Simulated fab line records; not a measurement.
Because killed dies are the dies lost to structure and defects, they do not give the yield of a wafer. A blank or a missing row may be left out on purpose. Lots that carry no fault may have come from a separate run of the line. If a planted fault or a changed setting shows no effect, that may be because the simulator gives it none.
A lot that was struck, set against a sound lot | flow sfqLine | 20 steps out of a route of 325
Sound: wafers L383.2, L383.3, L383.6. Struck: wafer L376.1. (L376.2, L376.4 of the same lot were not struck and are left out.) The cause comes at the end.
For every step that has rows: the tool of each side, followed by ch and its chambers, followed by its first start. Under that, the readings that differ: sound wafers | struck wafers | difference of the means | sigmas: that difference in standard deviations of wafers without a fault.
alike: a reading whose means differ by less than 2 such deviations, as well as words and numbers matching on both sides. not compared: withheld readings; readings where some wafer has no value; bounds like >300 that might hide an equal value; numbers whose values overlap and for which the record gives no deviation.
A row with sigmas, a row that says differs or no value, or rows on one side alone: a step with any of these is where the two part. When numbers do not overlap yet have no deviation, they are printed without sigmas and do not part them. A reading that every wafer of one side lacks parts them only if that side has two wafers or more.

first, 3 steps without rows for these wafers: SFQ_TRILAYER_I0_VIA_LITHO_EXPOSE_032 (exposes mask I0, target cd 500 nm); SFQ_TRILAYER_I0_VIA_LITHO_PEB_034 (peb time 60 s); SFQ_TRILAYER_I0_VIA_LITHO_DEVELOP_033 (time 60 s).
SFQ_I0_OVL_MEAS_908:
  sound: overlay-01 at day 22 17:47; struck: overlay-02 at day 19 18:55
  alike: I0_OVL
SFQ_TRILAYER_I0_VIA_BARC_OPEN_VIA_ETCH_046: etches BARC in O2, target depth 125 nm, time 41.7 s.
  sound on rieDiel-01 ch 0,1,3, day 22 17:49; struck on rieDiel-04 ch 2, day 19 18:57
  alike: drypumpMotorCurrentA, oesProductAu
  not compared: rfHoursCounterH
SFQ_TRILAYER_I0_VIA_ETCH_VIA_ETCH_034: etches SiO2 in CHF3, stops on Nb, target depth 260 nm.
  sound on rieDiel-01 ch 0,1,3, day 22 17:52; struck on rieDiel-04 ch 2, day 19 18:59
  alike: drypumpMotorCurrentA, oesProductAu
SFQ_TRILAYER_I0_VIA_STRIP_STRIP_035: strips in O2.
  sound on rieMetal-04 ch 0,1, day 22 17:58; struck on rieMetal-04 ch 0, day 19 19:06
  alike: drypumpMotorCurrentA, oesProductAu, platenTempC
  not compared: rfHoursCounterH
then, 2 steps without rows for these wafers: SFQ_TRILAYER_I0_VIA_STRIP_SOLV_CLEAN_036 (cleans in NMP, time 600 s); SFQ_TRILAYER_M1_DEP_PRE_CLEAN_038 (time 22.5 s).
SFQ_TRILAYER_M1_DEP_SPUTTER_037: material Nb, target thk 200 nm, time 133.3 s.
  sound: pvdSputter-03 at day 22 18:47; struck: pvdSputter-05 at day 19 20:30
  alike: throttleValvePct
SFQ_M1_RS_MEAS_909: uses a four-point probe to measure.
  sound: filmMetro-01 at day 22 18:54; struck: filmMetro-03 at day 19 20:35
  alike: M1_NB_RS
SFQ_TRILAYER_M1_LITHO_COAT_044: resist thk 62 nm.
  sound on lithoTrack-02 ch 0, day 22 19:07; struck on lithoTrack-02 ch 0, day 19 20:46
reading                                             | sound         | struck | difference | sigmas
model.BARC_of_TRILAYER_M1_LITHO_COAT_044.thkNm (nm) | 62.1 62 62.14 | 66.5   | +4.4       | 
  alike: chillPlateTempC, resistLineTempC
then, 5 steps without rows for these wafers: SFQ_TRILAYER_M1_LITHO_COAT_039 (resist thk 600 nm); SFQ_TRILAYER_M1_LITHO_SOFTBAKE_043; SFQ_TRILAYER_M1_LITHO_EXPOSE_040 (exposes mask M1, target cd 500 nm); SFQ_TRILAYER_M1_LITHO_PEB_042 (peb time 60 s); SFQ_TRILAYER_M1_LITHO_DEVELOP_041 (time 60 s).
-- the record jumps here: 7 days lie between the struck wafers' starts before and after --
SFQ_M1_OVL_MEAS_911:
  sound: overlay-02 at day 29 07:09; struck: overlay-01 at day 26 10:47
  alike: M1_OVL
SFQ_TRILAYER_M1_BARC_OPEN_METAL_ETCH_054: etches BARC in O2, target depth 125 nm, time 41.7 s.
  sound on rieMetal-01 ch 0,1, day 29 07:11; struck on rieMetal-02 ch 1, day 26 10:49
reading                 | sound             | struck | difference | sigmas
oesProductAu (a.u.)     | 0.682 0.678 0.688 | 0.705  | +0.022     | +5
model.etch.depthNm (nm) | 62.1 62 62.14     | 66.5   | +4.4       | 
  alike: drypumpMotorCurrentA
  not compared: rfHoursCounterH
SFQ_TRILAYER_M1_ETCH_METAL_ETCH_042: etches Nb in Cl2/Ar, stops on SiO2, target depth 240 nm, time 120 s.
  sound on rieMetal-01 ch 0,1, day 29 07:14; struck on rieMetal-02 ch 1, day 26 10:52
  alike: drypumpMotorCurrentA, oesProductAu
  not compared: rfHoursCounterH

## WHERE THEY PART
At SFQ_TRILAYER_M1_BARC_OPEN_METAL_ETCH_054 and nowhere else, as far as this record goes. Later steps at which nothing parts them and some readings are alike: SFQ_TRILAYER_M1_ETCH_METAL_ETCH_042.

WHY: whatever the simulator had introduced
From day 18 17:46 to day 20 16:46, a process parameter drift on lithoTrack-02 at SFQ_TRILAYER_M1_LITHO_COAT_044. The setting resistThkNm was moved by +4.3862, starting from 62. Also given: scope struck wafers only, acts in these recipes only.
